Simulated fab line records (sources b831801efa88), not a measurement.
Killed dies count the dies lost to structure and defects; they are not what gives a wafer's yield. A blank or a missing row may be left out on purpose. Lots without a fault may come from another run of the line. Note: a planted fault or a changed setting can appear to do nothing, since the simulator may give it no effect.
Which tool was responsible? / flow sky130 / 30 wafers from 10 lots sampled at 4 of the route's 708 steps

WHAT THE GAUGES SHOWED, per wafer
SKY_GATE_OXIDE_TW_MEAS_14.
lot=L377; measured=day 14 08:08; on=filmMetro-04; GATE_OXIDE_TW=224.3 224.8 224.8
lot=L376; measured=day 14 08:43; on=filmMetro-01; GATE_OXIDE_TW=222.9 221.7 222.5
lot=L378; measured=day 14 13:03; on=filmMetro-02; GATE_OXIDE_TW=226.9 226.8 226.8
lot=L379; measured=day 14 14:28; on=filmMetro-01; GATE_OXIDE_TW=222.8 223.2 223.6
lot=L380; measured=day 14 20:22; on=filmMetro-02; GATE_OXIDE_TW=226.5 225.4 226.9
lot=L381; measured=day 15 08:47; on=filmMetro-01; GATE_OXIDE_TW=223.3 223.8 223.6
lot=L382; measured=day 15 22:35; on=filmMetro-04; GATE_OXIDE_TW=225.1 225.0 223.1
lot=L383; measured=day 16 10:19; on=filmMetro-04; GATE_OXIDE_TW=225.9 224.6 225.2
lot=L384; measured=day 16 23:56; on=filmMetro-02; GATE_OXIDE_TW=225.4 225.1 226.2
lot=L385; measured=day 17 12:36; on=filmMetro-02; GATE_OXIDE_TW=224.9 225.7 226.1

SKY_LDD_P_TW_MEAS_11.
lot=L377; measured=day 19 11:41; on=filmMetro-02; LDD_P_TW=643 647 641
lot=L376; measured=day 19 14:29; on=filmMetro-04; LDD_P_TW=637 636 637
lot=L378; measured=day 19 18:52; on=filmMetro-01; LDD_P_TW=634 632 629
lot=L379; measured=day 19 21:59; on=filmMetro-02; LDD_P_TW=646 644 643
lot=L380; measured=day 20 04:32; on=filmMetro-04; LDD_P_TW=636 637 638
lot=L381; measured=day 20 16:52; on=filmMetro-02; LDD_P_TW=640 640 638
lot=L382; measured=day 21 07:14; on=filmMetro-02; LDD_P_TW=1055 1056 1060 1059 1056 1055
lot=L383; measured=day 21 22:26; on=filmMetro-02; LDD_P_TW=1055 1064 1061 1058 1053 1057
lot=L384; measured=day 22 10:20; on=filmMetro-02; LDD_P_TW=1058 1062 1058 1059 1057 1059
lot=L385; measured=day 23 02:07; on=filmMetro-01; LDD_P_TW=1053 1049 1043 1052 1046 1049

SKY_LDD_HVP_OVL_MEAS_07.
lot=L377; measured=day 22 01:33; on=overlay-02; LDD_HVP_OVL (nm)=1.1 0.9 -0.8
lot=L376; measured=day 22 04:01; on=overlay-02; LDD_HVP_OVL (nm)=-0.6 1.7 -0.2
lot=L378; measured=day 22 08:47; on=overlay-02; LDD_HVP_OVL (nm)=-1.4 0.1 -3.1
lot=L379; measured=day 22 11:42; on=overlay-02; LDD_HVP_OVL (nm)=1.8 0.6 1.8
lot=L380; measured=day 22 17:22; on=overlay-02; LDD_HVP_OVL (nm)=1.3 0.2 2.1
lot=L381; measured=day 23 05:42; on=overlay-02; LDD_HVP_OVL (nm)=-0.7 1.6 -1.4

WHAT TOOL EACH LOT RAN ON (gives the tool, then ch and the chambers of the sampled wafers, and finally the start)
lot=L377; SKY_LDD_P_IMPLANT_09=implanter-04 ch 0, day 19 11:26
lot=L376; SKY_LDD_P_IMPLANT_09=implanter-03 ch 0, day 19 14:16
lot=L378; SKY_LDD_P_IMPLANT_09=implanter-03 ch 0, day 19 18:37
lot=L379; SKY_LDD_P_IMPLANT_09=implanter-03 ch 0, day 19 21:45
lot=L380; SKY_LDD_P_IMPLANT_09=implanter-01 ch 0, day 20 04:19
lot=L381; SKY_LDD_P_IMPLANT_09=implanter-03 ch 0, day 20 16:37
lot=L382; SKY_LDD_P_IMPLANT_09=implanter-04 ch 0, day 21 06:59
lot=L383; SKY_LDD_P_IMPLANT_09=implanter-04 ch 0, day 21 22:11
lot=L384; SKY_LDD_P_IMPLANT_09=implanter-04 ch 0, day 22 10:08
lot=L385; SKY_LDD_P_IMPLANT_09=implanter-01 ch 0, day 23 01:52
- SKY_LDD_P_IMPLANT_09

WHAT THE TOOLS THEMSELVES READ (means of the sampled wafers that have a number; where no wafer has one, the mark that the record gives instead)
The record holds no such reading with a usual standard deviation.

THE ANSWER, worked out from the rows above alone
Rule: what is usual is taken from the lots themselves. Put in order of their means at a reading, lots are off if they are a third of the lots or fewer, leave a main group of 4 or more, and stand apart from it by a gap of 3 or more times the standard deviation of the main group's means; of several such gaps the widest counts. Not used: any main group whose means are identical at the precision the tables above print for the reading. A lot without any number at a reading at which 4 lots or more have one is off too. Where the step has rows for the other lots, those lots are counted as sound. After the gauges, taken in route order, come the tools' own readings; for these a lot's mean is taken, as printed above. The first step at which some lot is off is used, and at that step the reading that is off furthest; a lot without a number counts as furthest.
Nothing can be told from this: no lot is off at any reading shown.

WHAT THE SIMULATOR PUT IN
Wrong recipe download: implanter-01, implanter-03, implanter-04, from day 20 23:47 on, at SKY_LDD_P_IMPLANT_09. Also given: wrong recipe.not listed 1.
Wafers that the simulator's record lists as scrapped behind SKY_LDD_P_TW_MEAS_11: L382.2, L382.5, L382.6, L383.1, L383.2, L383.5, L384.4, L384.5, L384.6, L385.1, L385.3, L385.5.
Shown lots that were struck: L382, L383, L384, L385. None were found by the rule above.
